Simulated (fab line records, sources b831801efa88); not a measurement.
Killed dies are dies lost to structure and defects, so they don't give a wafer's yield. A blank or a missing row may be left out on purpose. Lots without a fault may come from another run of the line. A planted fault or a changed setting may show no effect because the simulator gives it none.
A struck lot beside a sound one | flow sky130 | 36 steps out of a route of 708
Sound: wafers L681.4, L681.5, L681.6. Struck: wafers L683.1, L683.4, L683.5. The cause comes at the end.
At each step with rows: each side's tool, then ch and its chambers, then its first start. Under that, the readings that differ: sound wafers | struck wafers | difference of the means | sigmas: that difference in standard deviations of wafers without a fault.
alike: readings whose means differ by less than 2 such deviations, and words and numbers that are the same on both sides. not compared: withheld readings, readings that some wafer has no value for, bounds like >300 that may hide the same value, and numbers for which the record gives no deviation and whose values overlap.
The two part at a step that has a row with sigmas, a row that says differs or no value, or rows on one side only. Numbers that don't overlap but have no deviation are shown without sigmas and don't part them. A reading that every wafer of one side lacks parts them only if that side has two wafers or more.

first, 10 steps without rows for these wafers: SKY_GATE_OXIDE_COAT_05 (resist thk 1140 nm); SKY_GATE_OXIDE_SOFTBAKE_06 (time 60 s); SKY_GATE_OXIDE_EXPOSE_07 (exposes mask LVOM, target cd 600 nm); SKY_GATE_OXIDE_PEB_08; SKY_GATE_OXIDE_DEVELOP_09 (develop time 60 s); SKY_GATE_OXIDE_IMPLANT_11; SKY_GATE_OXIDE_WET_ETCH_12 (etches SiO2 in dHF, target depth 16.8 nm, time 336 s); SKY_GATE_OXIDE_STRIP_13 (strips in O2/N2); SKY_GATE_OXIDE_CLEAN_15 (cleans in SC1/SC2, time 153.5 s); SKY_GATE_OXIDE_OXIDATION_16 (stabilise 600 s, purge 300 s, target thk 3.57 nm).
SKY_POLY_GATE_CVD_00: deposits poly-Si, target thk 180 nm, time 720 s.
  sound on lpcvd-01 ch 0, day 19 02:17; struck on lpcvd-01 ch 0, day 20 06:00
  reading                                       | sound             | struck            | difference | sigmas
  spike_tc_centre_C (C)                         | 621.2 619.4 620.3 | 598.4 600.2 597.0 | -21.8      | -22
  spike_tc_upper_C (C)                          | 620.9 622.0 620.4 | 625.5 624.6 623.8 | +3.5       | +4
  zone_power_centre_pct (%)                     | 9.0 9.0 9.1       | 5.3 5.2 5.2       | -3.8       | -7
  zone_power_lower_pct (%)                      | 9.2 9.2 9.0       | 11.3 11.3 11.1    | +2.1       | +4
  zone_power_upper_pct (%)                      | 9.8 9.8 10.0      | 11.9 12.3 12.2    | +2.3       | +2
  model.poly-Si_of_POLY_GATE_CVD_00.thk_nm (nm) | 182.7 182.5 181.8 | 154.9 169.1 171.6 | -17.1      |
  alike: spike_tc_top_C, zone_power_top_pct
SKY_POLY_GATE_THK_MEAS_01:
  sound on film_metro-03, day 19 04:07; struck on film_metro-03, day 20 07:12
  reading                   | sound             | struck            | difference | sigmas
  POLY_GATE_CVD_00_THK (nm) | 182.8 182.5 181.8 | 155.0 169.2 171.6 | -17.1      | -10
then, 9 steps without rows for these wafers: SKY_RES_PROTECT_DEHYDRATE_00 (time 60 s); SKY_RES_PROTECT_HMDS_01 (prime time 60 s); SKY_RES_PROTECT_COAT_02 (resist thk 1140 nm); SKY_RES_PROTECT_SOFTBAKE_03 (time 60 s); SKY_RES_PROTECT_EXPOSE_04 (exposes mask RPM, target cd 1270 nm); SKY_RES_PROTECT_PEB_05; SKY_RES_PROTECT_DEVELOP_06 (develop time 60 s); SKY_POLY_GATE_IMPLANT_02; SKY_RES_PROTECT_STRIP_07 (strips in O2/N2).
SKY_RES_PROTECT_CLEAN_09: cleans in SC1/SC2, time 150 s.
  sound on wet_bench-01 ch 1, day 20 11:09; struck on wet_bench-01 ch 0, day 21 13:42
  reading                                       | sound           | struck          | difference | sigmas
  model.poly-Si_of_POLY_GATE_CVD_00.thk_nm (nm) | 182 181.9 181.2 | 154.3 168.5 171 | -17.1      |
then, 11 steps without rows for these wafers: SKY_POLY_GATE_CVD_03 (deposits Si3N4 from DCS/NH3, target thk 75 nm, time 1290 s); SKY_POLY_GATE_DEHYDRATE_05 (time 60 s); SKY_POLY_GATE_HMDS_06 (prime time 60 s); SKY_POLY_GATE_COAT_07 (resist thk 110 nm); SKY_POLY_GATE_COAT_08 (resist thk 450 nm); SKY_POLY_GATE_SOFTBAKE_09 (time 90 s); SKY_POLY_GATE_EXPOSE_10 (exposes mask P1M, target cd 150 nm); SKY_POLY_GATE_PEB_11; SKY_POLY_GATE_DEVELOP_12 (develop time 60 s); SKY_POLY_GATE_ETCH_15 (etches BARC in N2/H2, stops on SiO2, time 118.5 s, target depth 110 nm); SKY_POLY_GATE_ETCH_16 (etches Si3N4 in CH3F/O2, stops on poly-Si, time 147.5 s, target depth 75 nm).
SKY_POLY_GATE_ETCH_17: etches poly-Si in HBr/Cl2, stops on SiO2, target depth 180 nm, time 70.5 s.
  sound on rie_si-02 ch 0,3, day 21 20:20; struck on rie_si-02 ch 0,1,2, day 22 21:59
  reading                               | sound             | struck            | difference | sigmas
  oes_product_au (a.u.)                 | 0.990 1.005 0.992 | 0.901 0.953 0.959 | -0.058     | -7
  model.POLY_GATE.feature_depth_nm (nm) | 182 181.9 181.2   | 154.3 168.5 171   | -17.1      |
  model.etch.depth_nm (nm)              | 182 181.9 181.2   | 154.3 168.5 171   | -17.1      |
  alike: drypump_motor_current_A, throttle_valve_pct
  not compared: rf_hours_counter_h
then, 1 step without rows for these wafers: SKY_POLY_GATE_STRIP_18 (strips in O2/N2).
-- the record jumps here: 27 days lie between the struck wafers' starts before and after (it left off in module POLY_GATE and takes up again in module PAD_OPEN, whose first step shown is number 708 of the route) --
SKY_PAD_OPEN_PROBE_99:
  sound on prober-01, day 49 07:07; struck on prober-01, day 50 00:37
  reading                             | sound             | struck            | difference | sigmas
  killed_at_M0_to_M3                  | 47 46 46          | 26 34 37          | -14        | -2
  model.etest.res_poly.rs_ohm_sq      | 48.03 47.72 48.12 | 55.34 50.7 48.98  | +3.72      |
  model.etest.cap_li_to_poly.c_af_um2 | 98.09 99.58 98.98 | 90.17 95.09 94.38 | -5.67      |
  alike: killed_at_M4_up, killed_at_contacts, killed_at_front_end, killed_at_other, killed_dies, killed_open, killed_short
  not compared: model.etest.res_high_po.line_ohm_um, model.etest.res_poly.line_ohm_um, model.etest.tip_sonos.rs_ohm_sq, model.etest.res_high_po.rs_ohm_sq

WHERE THEY PART
First at SKY_POLY_GATE_CVD_00; last, within this record, at SKY_PAD_OPEN_PROBE_99.

WHY: what the simulator had put in
Process parameter drift: lpcvd-01, from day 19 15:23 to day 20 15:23, at SKY_POLY_GATE_CVD_00. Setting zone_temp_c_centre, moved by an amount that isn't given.
